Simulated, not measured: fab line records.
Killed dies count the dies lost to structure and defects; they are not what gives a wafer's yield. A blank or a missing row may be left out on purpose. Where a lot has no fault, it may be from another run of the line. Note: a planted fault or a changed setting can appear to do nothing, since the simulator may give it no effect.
fab line records || flow gf180mcu || part 2 of 2: steps 28 to 38 of 38
record {"lots": 5, "wafers": 15, "last_day": 33}
route steps=602 shown V1@346 M2@362 V2@382
lots that met no fault: from a run of the same line without faults
start_h: start of the lot's first displayed wafer, in hours after the record's first day || wait_h: how many hours have passed since the lot's step before this one || " as in the row above || L1.1+2: a row that stands for several wafers || - no value present, or no start provided || * or withheld: withheld || < > ~ a bound
route shown NAME@n: NAME is a module with steps in the file, n the number in the route of the first one || usual: average and standard deviation across the fault-free wafers || same: alike in all rows || chamber/n: place in a boat || sites: per-site readings || _std_site: standard deviation of those values || _edge_site: inner sites' mean taken away from outer sites' mean || radius_mm: how far each site lies from the wafer's centre || mask NAME#n: copy n || behind: the tool/chamber that last shaped the wafer || hold: the reason the lot was held/the length of the hold in hours/how it ended || device: which transistor (n, p or np) failed to switch || end of line: the route-end tests of the same wafers || a step without rows: its recipe alone || killed: count of dies lost to structure and defects at first sort (not the wafer's yield) || map: shows each die of a wafer: x if killed, . if not, _ if none is there
set.NAME: the setting that was run; set.NAME@STEP: the one run at that earlier step || model.NAME: the simulator's own value behind a step, which no gauge read
lots at selected steps of the route; one table per step, one row per wafer
services: from which hour (start_h, from the record's first day; less than 0 if before it) a tool's chamber was out of use, for how many hours, and why
## steps
# step GF_M2_EXPOSE_11
# recipe {"mask_id": "Metal2", "target_cd_nm": 280, "na": 0.68, "source_shape": "conventional", "sigma_outer": 0.6, "dose_mj": 28}
# same {"sigma_outer": 0.6}
{"lot.wafer": "L075.2+4+5", "tool": "krf_scanner-01", "chamber": 0, "start_h": "-", "wait_h": "-", "mask": "Metal2#0"}
{"lot.wafer": "L078.3+5+6", "tool": "krf_scanner-02", "chamber": 0, "start_h": "-", "wait_h": "-", "mask": "Metal2#0"}
{"lot.wafer": "L090.1+2+3", "tool": "krf_scanner-02", "chamber": 0, "start_h": "-", "wait_h": "-", "mask": "Metal2#0"}
{"lot.wafer": "L092.2+3+5", "tool": "krf_scanner-01", "chamber": 0, "start_h": "-", "wait_h": "-", "mask": "Metal2#0"}
{"lot.wafer": "L093.2+3+4", "tool": "krf_scanner-01", "chamber": 0, "start_h": "-", "wait_h": "-", "mask": "Metal2#0"}
# step GF_M2_PEB_12
# recipe {"peb_temp_c": 135, "peb_time_s": 90, "resist": "KrF"}
# usual {"heater_power_total_W": "85.71/0.083"}
{"lot.wafer": "L075.2", "tool": "litho_track-03", "chamber": 0, "start_h": "-", "wait_h": "-", "heater_power_total_W": 85.66}
{"lot.wafer": "L075.4", "tool": "litho_track-03", "chamber": 0, "start_h": "-", "wait_h": "-", "heater_power_total_W": 85.81}
{"lot.wafer": "L075.5", "tool": "litho_track-03", "chamber": 0, "start_h": "-", "wait_h": "-", "heater_power_total_W": 85.80}
{"lot.wafer": "L078.3", "tool": "litho_track-01", "chamber": 0, "start_h": "-", "wait_h": "-", "heater_power_total_W": 85.70}
{"lot.wafer": "L078.5", "tool": "litho_track-01", "chamber": 0, "start_h": "-", "wait_h": "-", "heater_power_total_W": 85.66}
{"lot.wafer": "L078.6", "tool": "litho_track-01", "chamber": 0, "start_h": "-", "wait_h": "-", "heater_power_total_W": 85.66}
{"lot.wafer": "L090.1", "tool": "litho_track-03", "chamber": 0, "start_h": "-", "wait_h": "-", "heater_power_total_W": 85.77}
{"lot.wafer": "L090.2", "tool": "litho_track-03", "chamber": 0, "start_h": "-", "wait_h": "-", "heater_power_total_W": 85.66}
{"lot.wafer": "L090.3", "tool": "litho_track-03", "chamber": 0, "start_h": "-", "wait_h": "-", "heater_power_total_W": 85.78}
{"lot.wafer": "L092.2", "tool": "litho_track-02", "chamber": 0, "start_h": "-", "wait_h": "-", "heater_power_total_W": 85.72}
{"lot.wafer": "L092.3", "tool": "litho_track-02", "chamber": 0, "start_h": "-", "wait_h": "-", "heater_power_total_W": 85.60}
{"lot.wafer": "L092.5", "tool": "litho_track-02", "chamber": 0, "start_h": "-", "wait_h": "-", "heater_power_total_W": 85.65}
{"lot.wafer": "L093.2", "tool": "litho_track-01", "chamber": 0, "start_h": "-", "wait_h": "-", "heater_power_total_W": 85.70}
{"lot.wafer": "L093.3", "tool": "litho_track-01", "chamber": 0, "start_h": "-", "wait_h": "-", "heater_power_total_W": 85.74}
{"lot.wafer": "L093.4", "tool": "litho_track-01", "chamber": 0, "start_h": "-", "wait_h": "-", "heater_power_total_W": 85.78}
# step GF_M2_DEVELOP_13
# recipe {"develop_time_s": 60, "dev_temp_c": 21}
{"lot.wafer": "L075.2+4+5", "tool": "litho_track-03", "chamber": 0, "start_h": 451.43, "wait_h": 0.2}
{"lot.wafer": "L078.3+5+6", "tool": "litho_track-01", "chamber": 0, "start_h": 478.01, "wait_h": 0.1}
{"lot.wafer": "L090.1+2+3", "tool": "litho_track-03", "chamber": 0, "start_h": 581.55, "wait_h": 0.2}
{"lot.wafer": "L092.2+3+5", "tool": "litho_track-02", "chamber": 0, "start_h": 589.97, "wait_h": 0.2}
{"lot.wafer": "L093.2+3+4", "tool": "litho_track-01", "chamber": 0, "start_h": 604.68, "wait_h": 0.2}
# step GF_M2_CD_MEAS_14
# recipe {"target_cd_nm": 280}
# usual {"cd_nm": "280.1/1.4"}
{"lot.wafer": "L075.2", "tool": "cd_sem-02", "chamber": "-", "start_h": 451.57, "wait_h": 0.1, "cd_nm": 280.1}
{"lot.wafer": "L075.4", "tool": "cd_sem-02", "chamber": "-", "start_h": 451.57, "wait_h": 0.1, "cd_nm": 280.1}
{"lot.wafer": "L075.5", "tool": "cd_sem-02", "chamber": "-", "start_h": 451.57, "wait_h": 0.1, "cd_nm": 279.6}
{"lot.wafer": "L078.3", "tool": "cd_sem-01", "chamber": "-", "start_h": 478.15, "wait_h": 0.1, "cd_nm": 280.6}
{"lot.wafer": "L078.5", "tool": "cd_sem-01", "chamber": "-", "start_h": 478.15, "wait_h": 0.1, "cd_nm": 280.8}
{"lot.wafer": "L078.6", "tool": "cd_sem-01", "chamber": "-", "start_h": 478.15, "wait_h": 0.1, "cd_nm": 279.9}
{"lot.wafer": "L090.1", "tool": "cd_sem-02", "chamber": "-", "start_h": 581.70, "wait_h": 0.1, "cd_nm": 281.9}
{"lot.wafer": "L090.2", "tool": "cd_sem-02", "chamber": "-", "start_h": 581.70, "wait_h": 0.1, "cd_nm": 282.1}
{"lot.wafer": "L090.3", "tool": "cd_sem-02", "chamber": "-", "start_h": 581.70, "wait_h": 0.1, "cd_nm": 282.0}
{"lot.wafer": "L092.2", "tool": "cd_sem-01", "chamber": "-", "start_h": 590.11, "wait_h": 0.1, "cd_nm": 281.0}
{"lot.wafer": "L092.3", "tool": "cd_sem-01", "chamber": "-", "start_h": 590.11, "wait_h": 0.1, "cd_nm": 279.8}
{"lot.wafer": "L092.5", "tool": "cd_sem-01", "chamber": "-", "start_h": 590.11, "wait_h": 0.1, "cd_nm": 280.3}
{"lot.wafer": "L093.2", "tool": "cd_sem-01", "chamber": "-", "start_h": 604.82, "wait_h": 0.1, "cd_nm": 281.7}
{"lot.wafer": "L093.3", "tool": "cd_sem-01", "chamber": "-", "start_h": 604.82, "wait_h": 0.1, "cd_nm": 280.8}
{"lot.wafer": "L093.4", "tool": "cd_sem-01", "chamber": "-", "start_h": 604.82, "wait_h": 0.1, "cd_nm": 281.6}
# step GF_M2_OVL_MEAS_15
# usual {"M2_OVL": "-3/5.4"}
{"lot.wafer": "L075.2", "tool": "overlay-01", "chamber": "-", "start_h": 451.68, "wait_h": 0.1, "M2_OVL[nm]": -2}
{"lot.wafer": "L075.4", "tool": "overlay-01", "chamber": "-", "start_h": 451.68, "wait_h": 0.1, "M2_OVL[nm]": 0}
{"lot.wafer": "L075.5", "tool": "overlay-01", "chamber": "-", "start_h": 451.68, "wait_h": 0.1, "M2_OVL[nm]": 0}
{"lot.wafer": "L078.3", "tool": "overlay-02", "chamber": "-", "start_h": 478.24, "wait_h": 0.1, "M2_OVL[nm]": 7}
{"lot.wafer": "L078.5", "tool": "overlay-02", "chamber": "-", "start_h": 478.24, "wait_h": 0.1, "M2_OVL[nm]": 2}
{"lot.wafer": "L078.6", "tool": "overlay-02", "chamber": "-", "start_h": 478.24, "wait_h": 0.1, "M2_OVL[nm]": 5}
{"lot.wafer": "L090.1", "tool": "overlay-02", "chamber": "-", "start_h": 581.82, "wait_h": 0.1, "M2_OVL[nm]": -2}
{"lot.wafer": "L090.2", "tool": "overlay-02", "chamber": "-", "start_h": 581.82, "wait_h": 0.1, "M2_OVL[nm]": -1}
{"lot.wafer": "L090.3", "tool": "overlay-02", "chamber": "-", "start_h": 581.82, "wait_h": 0.1, "M2_OVL[nm]": -2}
{"lot.wafer": "L092.2", "tool": "overlay-02", "chamber": "-", "start_h": 590.22, "wait_h": 0.1, "M2_OVL[nm]": -10}
{"lot.wafer": "L092.3", "tool": "overlay-02", "chamber": "-", "start_h": 590.22, "wait_h": 0.1, "M2_OVL[nm]": -17}
{"lot.wafer": "L092.5", "tool": "overlay-02", "chamber": "-", "start_h": 590.22, "wait_h": 0.1, "M2_OVL[nm]": -12}
{"lot.wafer": "L093.2", "tool": "overlay-02", "chamber": "-", "start_h": 604.93, "wait_h": 0.1, "M2_OVL[nm]": -1}
{"lot.wafer": "L093.3", "tool": "overlay-02", "chamber": "-", "start_h": 604.93, "wait_h": 0.1, "M2_OVL[nm]": 3}
{"lot.wafer": "L093.4", "tool": "overlay-02", "chamber": "-", "start_h": 604.93, "wait_h": 0.1, "M2_OVL[nm]": -10}
# step GF_M2_METAL_ETCH_16
# recipe {"chemistry": "Cl2/BCl3", "mask_material": "KrF", "target_depth_nm": 750.8, "stop_on": "SiO2", "pressure_mtorr": 8, "icp_w": 800, "bias_w": 140, "Cl2_flow_sccm": 80, "bcl3_flow_sccm": 40, "time_s": 125.1}
# usual {"drypump_motor_current_A": "5.5/0.4", "oes_product_au": "0.989/0.0059", "throttle_valve_pct": "28.231/0.011"}
{"lot.wafer": "L075.2", "tool": "rie_metal-01", "chamber": 0, "start_h": 451.75, "wait_h": 0.1, "drypump_motor_current_A": 5.2, "oes_product_au": 0.988, "rf_hours_counter_h": "-", "throttle_valve_pct": 28.244}
{"lot.wafer": "L075.4", "tool": "rie_metal-01", "chamber": 0, "start_h": 451.75, "wait_h": 0.1, "drypump_motor_current_A": 5.2, "oes_product_au": 0.983, "rf_hours_counter_h": "-", "throttle_valve_pct": 28.224}
{"lot.wafer": "L075.5", "tool": "rie_metal-01", "chamber": 0, "start_h": 451.75, "wait_h": 0.1, "drypump_motor_current_A": 5.2, "oes_product_au": 0.988, "rf_hours_counter_h": "-", "throttle_valve_pct": 28.228}
{"lot.wafer": "L078.3", "tool": "rie_metal-04", "chamber": 1, "start_h": 478.30, "wait_h": 0.1, "drypump_motor_current_A": 6.3, "oes_product_au": 0.992, "rf_hours_counter_h": "-", "throttle_valve_pct": 28.227}
{"lot.wafer": "L078.5", "tool": "rie_metal-04", "chamber": 0, "start_h": 478.30, "wait_h": 0.1, "drypump_motor_current_A": 5.2, "oes_product_au": 0.976, "rf_hours_counter_h": "-", "throttle_valve_pct": 28.247}
{"lot.wafer": "L078.6", "tool": "rie_metal-04", "chamber": 1, "start_h": 478.30, "wait_h": 0.1, "drypump_motor_current_A": 6.3, "oes_product_au": 0.999, "rf_hours_counter_h": "-", "throttle_valve_pct": 28.231}
{"lot.wafer": "L090.1", "tool": "rie_metal-04", "chamber": 0, "start_h": 581.86, "wait_h": 0.0, "drypump_motor_current_A": 5.2, "oes_product_au": 0.983, "rf_hours_counter_h": 7, "throttle_valve_pct": 28.230}
{"lot.wafer": "L090.2", "tool": "rie_metal-04", "chamber": 1, "start_h": 581.86, "wait_h": 0.0, "drypump_motor_current_A": 6.3, "oes_product_au": 0.998, "rf_hours_counter_h": 14, "throttle_valve_pct": 28.202}
{"lot.wafer": "L090.3", "tool": "rie_metal-04", "chamber": 0, "start_h": 581.86, "wait_h": 0.0, "drypump_motor_current_A": 5.2, "oes_product_au": 0.980, "rf_hours_counter_h": "-", "throttle_valve_pct": 28.247}
{"lot.wafer": "L092.2", "tool": "rie_metal-02", "chamber": 1, "start_h": 590.25, "wait_h": 0.0, "drypump_motor_current_A": 5.9, "oes_product_au": 0.986, "rf_hours_counter_h": 8, "throttle_valve_pct": 28.244}
{"lot.wafer": "L092.3", "tool": "rie_metal-02", "chamber": 0, "start_h": 590.25, "wait_h": 0.0, "drypump_motor_current_A": 5.7, "oes_product_au": 0.992, "rf_hours_counter_h": "-", "throttle_valve_pct": 28.236}
{"lot.wafer": "L092.5", "tool": "rie_metal-02", "chamber": 1, "start_h": 590.25, "wait_h": 0.0, "drypump_motor_current_A": 5.9, "oes_product_au": 0.986, "rf_hours_counter_h": "-", "throttle_valve_pct": 28.232}
{"lot.wafer": "L093.2", "tool": "rie_metal-04", "chamber": 0, "start_h": 604.96, "wait_h": 0.0, "drypump_motor_current_A": 5.2, "oes_product_au": 0.987, "rf_hours_counter_h": 7, "throttle_valve_pct": 28.239}
{"lot.wafer": "L093.3", "tool": "rie_metal-04", "chamber": 1, "start_h": 604.96, "wait_h": 0.0, "drypump_motor_current_A": 6.3, "oes_product_au": 0.992, "rf_hours_counter_h": "-", "throttle_valve_pct": 28.216}
{"lot.wafer": "L093.4", "tool": "rie_metal-04", "chamber": 0, "start_h": 604.96, "wait_h": 0.0, "drypump_motor_current_A": 5.2, "oes_product_au": 0.989, "rf_hours_counter_h": "-", "throttle_valve_pct": 28.223}
# step GF_M2_STRIP_17
# recipe {"chemistry": "O2/N2", "power_w": 1400, "pressure_mtorr": 1500, "platen_temp_c": 250, "o2_flow_sccm": 3000, "n2_flow_sccm": 300, "overash_fraction": 0.5}
# usual {"drypump_motor_current_A": "5.8/0.5", "heater_power_w": "327/21", "oes_product_au": "0.538/0.0048", "strip_time_to_endpoint_s": "7.39/0.044"}
{"lot.wafer": "L075.2", "tool": "plasma_asher-04", "chamber": 1, "start_h": 451.97, "wait_h": 0.2, "drypump_motor_current_A": 4.7, "heater_power_w": 368, "oes_product_au": 0.532, "rf_hours_counter_h": 35, "strip_time_to_endpoint_s": 7.37}
{"lot.wafer": "L075.4", "tool": "plasma_asher-04", "chamber": 1, "start_h": 451.97, "wait_h": 0.2, "drypump_motor_current_A": 4.7, "heater_power_w": 363, "oes_product_au": 0.539, "rf_hours_counter_h": "-", "strip_time_to_endpoint_s": 7.40}
{"lot.wafer": "L075.5", "tool": "plasma_asher-04", "chamber": 0, "start_h": 451.97, "wait_h": 0.2, "drypump_motor_current_A": 6.7, "heater_power_w": 322, "oes_product_au": 0.535, "rf_hours_counter_h": "-", "strip_time_to_endpoint_s": 7.39}
{"lot.wafer": "L078.3", "tool": "plasma_asher-04", "chamber": 1, "start_h": 478.42, "wait_h": 0.1, "drypump_motor_current_A": 4.8, "heater_power_w": 348, "oes_product_au": 0.536, "rf_hours_counter_h": "-", "strip_time_to_endpoint_s": 7.35}
{"lot.wafer": "L078.5", "tool": "plasma_asher-04", "chamber": 0, "start_h": 478.42, "wait_h": 0.1, "drypump_motor_current_A": 6.7, "heater_power_w": 329, "oes_product_au": 0.538, "rf_hours_counter_h": "-", "strip_time_to_endpoint_s": 7.51}
{"lot.wafer": "L078.6", "tool": "plasma_asher-04", "chamber": 1, "start_h": 478.42, "wait_h": 0.1, "drypump_motor_current_A": 4.7, "heater_power_w": 348, "oes_product_au": 0.532, "rf_hours_counter_h": "-", "strip_time_to_endpoint_s": 7.38}
{"lot.wafer": "L090.1", "tool": "plasma_asher-02", "chamber": 0, "start_h": 581.98, "wait_h": 0.1, "drypump_motor_current_A": 5.6, "heater_power_w": 328, "oes_product_au": 0.542, "rf_hours_counter_h": 16, "strip_time_to_endpoint_s": 7.43}
{"lot.wafer": "L090.2", "tool": "plasma_asher-02", "chamber": 1, "start_h": 581.98, "wait_h": 0.1, "drypump_motor_current_A": 6.2, "heater_power_w": 349, "oes_product_au": 0.531, "rf_hours_counter_h": 16, "strip_time_to_endpoint_s": 7.39}
{"lot.wafer": "L090.3", "tool": "plasma_asher-02", "chamber": 1, "start_h": 581.98, "wait_h": 0.1, "drypump_motor_current_A": 6.2, "heater_power_w": 353, "oes_product_au": 0.541, "rf_hours_counter_h": "-", "strip_time_to_endpoint_s": 7.44}
{"lot.wafer": "L092.2", "tool": "plasma_asher-01", "chamber": 0, "start_h": 590.38, "wait_h": 0.1, "drypump_motor_current_A": 5.6, "heater_power_w": 291, "oes_product_au": 0.542, "rf_hours_counter_h": 81, "strip_time_to_endpoint_s": 7.42}
{"lot.wafer": "L092.3", "tool": "plasma_asher-01", "chamber": 0, "start_h": 590.38, "wait_h": 0.1, "drypump_motor_current_A": 5.6, "heater_power_w": 293, "oes_product_au": 0.536, "rf_hours_counter_h": "-", "strip_time_to_endpoint_s": 7.34}
{"lot.wafer": "L092.5", "tool": "plasma_asher-01", "chamber": 0, "start_h": 590.38, "wait_h": 0.1, "drypump_motor_current_A": 5.6, "heater_power_w": 296, "oes_product_au": 0.538, "rf_hours_counter_h": "-", "strip_time_to_endpoint_s": 7.39}
{"lot.wafer": "L093.2", "tool": "plasma_asher-04", "chamber": 1, "start_h": 605.09, "wait_h": 0.1, "drypump_motor_current_A": 4.8, "heater_power_w": 363, "oes_product_au": 0.534, "rf_hours_counter_h": 52, "strip_time_to_endpoint_s": 7.42}
{"lot.wafer": "L093.3", "tool": "plasma_asher-04", "chamber": 1, "start_h": 605.09, "wait_h": 0.1, "drypump_motor_current_A": 4.7, "heater_power_w": 368, "oes_product_au": 0.540, "rf_hours_counter_h": "-", "strip_time_to_endpoint_s": 7.37}
{"lot.wafer": "L093.4", "tool": "plasma_asher-04", "chamber": 0, "start_h": 605.09, "wait_h": 0.1, "drypump_motor_current_A": 6.7, "heater_power_w": 330, "oes_product_au": 0.544, "rf_hours_counter_h": "-", "strip_time_to_endpoint_s": 7.42}
# step GF_M2_STRIP_18
# recipe {"chemistry": "post_etch_residue_remover", "time_s": 1200, "temp_c": 72.5}
{"lot.wafer": "L075.2+4+5", "tool": "wet_bench-01", "chamber": 2, "start_h": 452.07, "wait_h": 0.1}
{"lot.wafer": "L078.3+5+6", "tool": "wet_bench-01", "chamber": 3, "start_h": 478.49, "wait_h": 0.0}
{"lot.wafer": "L090.1+2+3", "tool": "wet_bench-04", "chamber": 0, "start_h": 582.08, "wait_h": 0.1}
{"lot.wafer": "L092.2+3+5", "tool": "wet_bench-01", "chamber": 3, "start_h": 590.48, "wait_h": 0.1}
{"lot.wafer": "L093.2+3+4", "tool": "wet_bench-03", "chamber": 1, "start_h": 605.19, "wait_h": 0.1}
# step GF_M2_CLEAN_19
# recipe {"chemistry": "DIW", "dry": "n2_spin"}
{"lot.wafer": "L075.2+4+5", "tool": "wet_bench-04", "chamber": 3, "start_h": 452.41, "wait_h": 0.0}
{"lot.wafer": "L078.3+5+6", "tool": "wet_bench-04", "chamber": 2, "start_h": 478.83, "wait_h": 0.0}
{"lot.wafer": "L090.1+2+3", "tool": "wet_bench-01", "chamber": 3, "start_h": 582.43, "wait_h": 0.0}
{"lot.wafer": "L092.2+3+5", "tool": "wet_bench-03", "chamber": 2, "start_h": 590.88, "wait_h": 0.0}
{"lot.wafer": "L093.2+3+4", "tool": "wet_bench-01", "chamber": 1, "start_h": 605.56, "wait_h": 0.0}
# step GF_V2_CVD_00
# recipe {"material": "SiO2", "target_thk_nm": 600, "sigma_open_frac": 0.3, "temp_c": 400, "time_s": 100, "sih4_flow_sccm": 60, "pressure_mtorr": 6}
{"lot.wafer": "L075.2+4+5", "tool": "hdpcvd-01", "chamber": "1,0,1", "start_h": 452.50, "wait_h": 0.0}
{"lot.wafer": "L078.3+5+6", "tool": "hdpcvd-02", "chamber": "1,0,1", "start_h": 478.92, "wait_h": 0.0}
{"lot.wafer": "L090.1+2+3", "tool": "hdpcvd-02", "chamber": "0,1,2", "start_h": 582.52, "wait_h": 0.0}
{"lot.wafer": "L092.2+3+5", "tool": "hdpcvd-01", "chamber": "1,2,0", "start_h": 590.98, "wait_h": 0.0}
{"lot.wafer": "L093.2+3+4", "tool": "hdpcvd-01", "chamber": "2,0,2", "start_h": 605.65, "wait_h": 0.0}
# step GF_V2_THK_MEAS_01
# recipe {"reads": "SiO2_of_V2_CVD_00"}
# usual {"V2_CVD_00_THK": "597/6.1"}
{"lot.wafer": "L075.2", "tool": "film_metro-03", "chamber": "-", "start_h": 452.58, "wait_h": 0.0, "V2_CVD_00_THK[nm]": 604}
{"lot.wafer": "L075.4", "tool": "film_metro-03", "chamber": "-", "start_h": 452.58, "wait_h": 0.0, "V2_CVD_00_THK[nm]": 597}
{"lot.wafer": "L075.5", "tool": "film_metro-03", "chamber": "-", "start_h": 452.58, "wait_h": 0.0, "V2_CVD_00_THK[nm]": 610}
{"lot.wafer": "L078.3", "tool": "film_metro-01", "chamber": "-", "start_h": 479.02, "wait_h": 0.1, "V2_CVD_00_THK[nm]": 594}
{"lot.wafer": "L078.5", "tool": "film_metro-01", "chamber": "-", "start_h": 479.02, "wait_h": 0.1, "V2_CVD_00_THK[nm]": 598}
{"lot.wafer": "L078.6", "tool": "film_metro-01", "chamber": "-", "start_h": 479.02, "wait_h": 0.1, "V2_CVD_00_THK[nm]": 599}
{"lot.wafer": "L090.1", "tool": "film_metro-01", "chamber": "-", "start_h": 582.59, "wait_h": 0.0, "V2_CVD_00_THK[nm]": 602}
{"lot.wafer": "L090.2", "tool": "film_metro-01", "chamber": "-", "start_h": 582.59, "wait_h": 0.0, "V2_CVD_00_THK[nm]": 598}
{"lot.wafer": "L090.3", "tool": "film_metro-01", "chamber": "-", "start_h": 582.59, "wait_h": 0.0, "V2_CVD_00_THK[nm]": 586}
{"lot.wafer": "L092.2", "tool": "film_metro-01", "chamber": "-", "start_h": 591.06, "wait_h": 0.0, "V2_CVD_00_THK[nm]": 602}
{"lot.wafer": "L092.3", "tool": "film_metro-01", "chamber": "-", "start_h": 591.06, "wait_h": 0.0, "V2_CVD_00_THK[nm]": 601}
{"lot.wafer": "L092.5", "tool": "film_metro-01", "chamber": "-", "start_h": 591.06, "wait_h": 0.0, "V2_CVD_00_THK[nm]": 600}
{"lot.wafer": "L093.2", "tool": "film_metro-04", "chamber": "-", "start_h": 605.74, "wait_h": 0.0, "V2_CVD_00_THK[nm]": 595}
{"lot.wafer": "L093.3", "tool": "film_metro-04", "chamber": "-", "start_h": 605.74, "wait_h": 0.0, "V2_CVD_00_THK[nm]": 586}
{"lot.wafer": "L093.4", "tool": "film_metro-04", "chamber": "-", "start_h": 605.74, "wait_h": 0.0, "V2_CVD_00_THK[nm]": 601}
## services
{"tool": "rie_diel-03", "chamber": "-", "start_h": 391.09, "hours": 0.6, "kind": "repair"}
{"tool": "rie_diel-04", "chamber": 2, "start_h": 392.22, "hours": 16.2, "kind": "repair"}
{"tool": "rie_diel-03", "chamber": 3, "start_h": 401.20, "hours": 10.3, "kind": "repair"}
{"tool": "pvd_sputter-02", "chamber": "-", "start_h": 404.45, "hours": 2.6, "kind": "repair"}
{"tool": "krf_scanner-01", "chamber": "-", "start_h": 407.49, "hours": 0.3, "kind": "repair"}
{"tool": "rie_diel-04", "chamber": 3, "start_h": 413.00, "hours": 6.0, "kind": "repair"}
{"tool": "cvd_w-02", "chamber": 1, "start_h": 439.68, "hours": 3.7, "kind": "repair"}
{"tool": "krf_scanner-01", "chamber": "-", "start_h": 447.13, "hours": 1.0, "kind": "pm"}
{"tool": "krf_scanner-02", "chamber": "-", "start_h": 449.71, "hours": 1.4, "kind": "repair"}
{"tool": "krf_scanner-01", "chamber": "-", "start_h": 451.58, "hours": 31.9, "kind": "repair"}
{"tool": "krf_scanner-02", "chamber": "-", "start_h": 458.60, "hours": 2.1, "kind": "repair"}
{"tool": "wet_bench-04", "chamber": "-", "start_h": 463.30, "hours": 1.5, "kind": "repair"}
{"tool": "rie_diel-04", "chamber": 3, "start_h": 466.71, "hours": 12.3, "kind": "repair"}
{"tool": "rie_diel-04", "chamber": 1, "start_h": 478.42, "hours": 8.0, "kind": "repair"}
{"tool": "krf_scanner-02", "chamber": "-", "start_h": 479.43, "hours": 1.3, "kind": "pm"}
{"tool": "krf_scanner-02", "chamber": "-", "start_h": 483.47, "hours": 1.0, "kind": "pm"}
{"tool": "rie_diel-03", "chamber": 0, "start_h": 484.14, "hours": 17.0, "kind": "repair"}
{"tool": "rie_diel-03", "chamber": 1, "start_h": 491.33, "hours": 12.3, "kind": "repair"}
{"tool": "wet_bench-01", "chamber": "-", "start_h": 518.63, "hours": 2.4, "kind": "repair"}
{"tool": "pvd_sputter-01", "chamber": "-", "start_h": 540.42, "hours": 8.2, "kind": "repair"}
{"tool": "pvd_sputter-02", "chamber": "-", "start_h": 547.18, "hours": 3.6, "kind": "repair"}
{"tool": "krf_scanner-02", "chamber": "-", "start_h": 548.71, "hours": 0.8, "kind": "pm"}
{"tool": "rie_diel-04", "chamber": 1, "start_h": 557.78, "hours": 9.5, "kind": "repair"}
{"tool": "rie_diel-04", "chamber": 3, "start_h": 565.83, "hours": 8.2, "kind": "repair"}
